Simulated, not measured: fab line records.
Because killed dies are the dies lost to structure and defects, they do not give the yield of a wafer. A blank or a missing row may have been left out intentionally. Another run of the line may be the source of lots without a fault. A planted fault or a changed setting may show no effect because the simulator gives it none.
Which tool is to blame? / flow gf180mcu / Sampling: 7 lots, 21 wafers, 4 of 602 route steps

## WHAT THE GAUGES SHOWED, per wafer
GF_TOP_METAL_CD_MEAS_14 targets a cd of 440 nm.
lot=L934; measured=day 29 02:18; on=cd-sem-02; cd-nm (nm)=444.0 444.1 445.3
lot=L936; measured=day 29 16:38; on=cd-sem-02; cd-nm (nm)=442.1 441.5 440.8
lot=L938; measured=day 30 02:43; on=cd-sem-02; cd-nm (nm)=441.7 444.4 442.4
lot=L944; measured=day 31 19:28; on=cd-sem-02; cd-nm (nm)=438.9 436.9 440.9
lot=L947; measured=day 32 13:02; on=cd-sem-01; cd-nm (nm)=437.8 438.2 438.8
lot=L952; measured=day 33 21:09; on=cd-sem-01; cd-nm (nm)=440.2 436.8 437.0
lot=L954; measured=day 34 07:05; on=cd-sem-01; cd-nm (nm)=440.6 445.2 442.7

## TOOL THAT RAN EACH LOT (tool first, then ch and the chambers of the sampled wafers, then the start)
lot=L934; GF_MIM_STRIP_20=plasma-asher-01 ch 1, day 26 09:47; GF_V5_CVD_23=cvd-w-02 ch 0,1, day 28 06:32; GF_TOP_METAL_EXPOSE_11=iline-stepper-01 ch 0, day 28 16:46
lot=L936; GF_MIM_STRIP_20=plasma-asher-04 ch 0,1, day 27 02:23; GF_V5_CVD_23=cvd-w-01 ch 0,1, day 28 20:51; GF_TOP_METAL_EXPOSE_11=iline-stepper-02 ch 0, day 29 07:14
lot=L938; GF_MIM_STRIP_20=plasma-asher-02 ch 0,1, day 27 13:08; GF_V5_CVD_23=cvd-w-02 ch 0,1, day 29 07:03; GF_TOP_METAL_EXPOSE_11=iline-stepper-02 ch 0, day 29 17:39
lot=L944; GF_MIM_STRIP_20=plasma-asher-04 ch 0,1, day 29 11:19; GF_V5_CVD_23=cvd-w-01 ch 0, day 31 01:39; GF_TOP_METAL_EXPOSE_11=iline-stepper-02 ch 0, day 31 11:11
lot=L947; GF_MIM_STRIP_20=plasma-asher-04 ch 0,1, day 30 07:38; GF_V5_CVD_23=cvd-w-01 ch 0, day 31 20:39; GF_TOP_METAL_EXPOSE_11=iline-stepper-02 ch 0, day 32 05:26
lot=L952; GF_MIM_STRIP_20=plasma-asher-02 ch 0,1, day 31 17:56; GF_V5_CVD_23=cvd-w-02 ch 0,1, day 33 04:35; GF_TOP_METAL_EXPOSE_11=iline-stepper-02 ch 0, day 33 13:39
lot=L954; GF_MIM_STRIP_20=plasma-asher-01 ch 0,1, day 32 04:53; GF_V5_CVD_23=cvd-w-02 ch 0,1, day 33 15:40; GF_TOP_METAL_EXPOSE_11=iline-stepper-01 ch 0, day 33 23:55
- GF_MIM_STRIP_20: strips in O2/N2.
- GF_V5_CVD_23: deposits W, target thk 350 nm, time 104.9 s.
- GF_TOP_METAL_EXPOSE_11: exposes mask MetalTop, target cd 440 nm.

## THE ANSWER, worked out from the rows above alone
Rule: the lots themselves supply what counts as usual. Put in order of their means at a reading, lots are off if they are a third of the lots or fewer, leave a main group of 4 or more, and stand apart from it by a gap of 3 or more times the standard deviation of the main group's means; of several such gaps the widest counts. A main group is skipped when, at the precision printed for the reading in the tables above, its means are all equal. Also off: a lot with no number at a reading for which 4 or more lots have one. Any other lot the step has rows for is counted as sound.
Across all readings shown, no lot is off: no conclusion can be drawn from this.

## WHAT THE SIMULATOR HAD PUT IN
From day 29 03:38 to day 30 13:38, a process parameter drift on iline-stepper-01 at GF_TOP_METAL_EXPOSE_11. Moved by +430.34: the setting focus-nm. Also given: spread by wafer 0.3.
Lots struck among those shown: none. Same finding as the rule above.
